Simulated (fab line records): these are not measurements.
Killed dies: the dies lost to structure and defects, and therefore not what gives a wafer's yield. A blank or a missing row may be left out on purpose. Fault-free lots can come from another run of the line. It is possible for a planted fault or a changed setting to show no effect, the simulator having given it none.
A struck lot beside a sound one    flow gf180mcu    15 out of 602 route steps
Sound: these wafers, L439.1, L439.2, L439.5. Wafers L442.1, L442.2, L442.6 were the ones struck. The cause is given at the end.
At each step with rows: each side's tool, then ch and its chambers, then its first start. Under that, the readings that differ: sound wafers    struck wafers    difference of the means    sigmas: that difference in standard deviations of wafers without a fault.
alike: readings whose means differ by less than 2 such deviations, and words and numbers that are the same on both sides. not compared: withheld readings, readings that some wafer has no value for, bounds like >300 that may hide the same value, and numbers for which the record gives no deviation and whose values overlap.
A row with sigmas, a row that says differs or no value, or rows on one side alone: a step with any of these is where the two part. Numbers that have no deviation but don't overlap get no sigmas and don't part them. A reading missing from all wafers of one side parts the sides only when that side holds two or more wafers.

GF_POLY_GATE_THK_MEAS_01:
  sound on film metro-02, day 10 09:14; struck on film metro-04, day 11 03:27
  alike: POLY_GATE_CVD_00_THK
then, 8 steps without rows for these wafers: GF_POLY_GATE_DEHYDRATE_02 (time 60 s); GF_POLY_GATE_HMDS_03 (prime time 60 s); GF_POLY_GATE_COAT_04; GF_POLY_GATE_COAT_05 (resist thk 700 nm); GF_POLY_GATE_SOFTBAKE_06 (time 60 s); GF_POLY_GATE_EXPOSE_07 (exposes mask Poly2, target cd 280 nm); GF_POLY_GATE_PEB_08 (peb time 90 s); GF_POLY_GATE_DEVELOP_09 (develop time 60 s).
GF_POLY_GATE_CD_MEAS_10 targets a cd of 280 nm.
  sound on cd sem-02, day 11 04:19; struck on cd sem-02, day 11 20:16
  alike: cd nm
GF_POLY_GATE_OVL_MEAS_11:
  sound on overlay-01, day 11 04:26; struck on overlay-02, day 11 20:23
  alike: POLY_GATE_OVL
GF_POLY_GATE_ETCH_12: etches BARC in N2/H2.
  sound on rie diel-04 ch 0,1,2, day 11 04:28; struck on rie diel-03 ch 0,2, day 11 20:26
  alike: bias w, drypump motor current A, oes product au, throttle valve pct
GF_POLY_GATE_ETCH_13: etches poly-Si in HBr/Cl2, stops on SiO2, target depth 198.5 nm, time 69.6 s.
  sound on rie si-02 ch 0,2,3, day 11 04:31; struck on rie si-02 ch 0,2, day 11 20:29
reading     sound            struck          difference  sigmas
bias w (W)  99.7 100.1 99.5  94.0 94.3 94.2  -5.6        -18
  alike: drypump motor current A, oes product au, throttle valve pct
  not compared: rf hours counter h
GF_POLY_GATE_STRIP_14: strips in O2/N2.
  sound on plasma asher-03 ch 0,1, day 11 04:35; struck on plasma asher-03 ch 0,1, day 11 20:32
  alike: drypump motor current A, heater power w, oes product au
  not compared: rf hours counter h
following that, these wafers have no rows for 1 step: GF_PASSIVATION_PROBE_99.

== WHERE THEY PART ==
GF_POLY_GATE_ETCH_13 only, going by this record. Later steps at which nothing parts them and some readings are alike: GF_POLY_GATE_STRIP_14.

WHY: what had been put in by the simulator
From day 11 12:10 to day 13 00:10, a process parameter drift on rie si-02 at GF_POLY_GATE_ETCH_13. From 100, the setting bias w moved by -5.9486. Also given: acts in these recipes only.
